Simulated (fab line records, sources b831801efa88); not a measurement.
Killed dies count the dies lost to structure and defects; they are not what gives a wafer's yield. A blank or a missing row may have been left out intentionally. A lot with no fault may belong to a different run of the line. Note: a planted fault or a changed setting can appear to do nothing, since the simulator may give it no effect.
Code-filled problem report in 8D (eight disciplines) form + flow sky130 + the parts of the form that need people (team, actions taken, sign-off) are left out

1. THE ISSUE
Mean of beam-energy-keV at SKY_LDD_N_IMPLANT_13: 52.499 across 6 wafers in 2 lots; on wafers with no fault it is 50.000 (standard deviation 0.016). So: +99 or more standard deviations from the usual mean.
Seen first at day 21 10:05 on implanter-02, wafer L674.2. The record has a number at this step for 42 wafers belonging to 14 lots. Rule for "out", or "out of limits": more than 4 standard deviations from the usual mean. All remaining wafers that have a number are taken as sound.

2. WHAT IT IS AND WHAT IT IS NOT
| question                    | is                     | is not                                                                                       |
|-----------------------------|------------------------|----------------------------------------------------------------------------------------------|
| which readings at this step | beam-energy-keV        | rotation-deg                                                                                 |
| which lots                  | L674, L675             | L664, L665, L666, L667, L668, L669, L670, L682, L684, L685, L686, L687                       |
| which wafers of those lots  | all that have a number | -                                                                                            |
| read on which tools         | implanter-02           | implanter-01, implanter-03                                                                   |
| when                        | from day 21 10:05      | up to then (21 sound wafers); but 15 sound wafers of L682, L684, L685, L686, L687 came after |

3. THE SUSPECTS, EACH WITH WHAT RULES IT OUT
Counting: a tool stays on the suspect list if, at a process step up to the reading, it processed all lots that are out and no sound lot following the first of them.
- implanter-02 at SKY_LDD_N_IMPLANT_13: ruled out as a lasting fault. Sound lots L684, L685, L686, L687 ran on it after its first lot that is out, L674 (day 21 10:05).
Left after counting: nothing in the record.

4. THE CAUSE (what the simulator had put in)
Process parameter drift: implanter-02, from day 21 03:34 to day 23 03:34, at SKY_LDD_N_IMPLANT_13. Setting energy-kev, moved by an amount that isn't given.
Counting ruled it out, wrongly.

5. THE CHAIN OF EFFECTS, in route order
Each row: a reading whose mean over the struck wafers that have a number lies more than 3 standard deviations from the usual. Only readings for which the record gives a usual standard deviation are gone through. hours: the time from each lot's start at the first step in this table that gives one to its start at this step, as a median over the lots. sigmas: the change in usual standard deviations.
| hours | step                 | reading         | usual  | on struck wafers | change | sigmas      |
|-------|----------------------|-----------------|--------|------------------|--------|-------------|
| 0     | SKY_LDD_N_IMPLANT_13 | beam-energy-keV | 50.000 | 52.499           | +2.499 | +99 or more |
Its process steps:
- SKY_LDD_N_IMPLANT_13

6. HOW IT WOULD HAVE BEEN CAUGHT EARLIER
7 hours passed between the start of the fault at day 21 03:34 and the first reading out of limits in this record, taken at day 21 10:05.
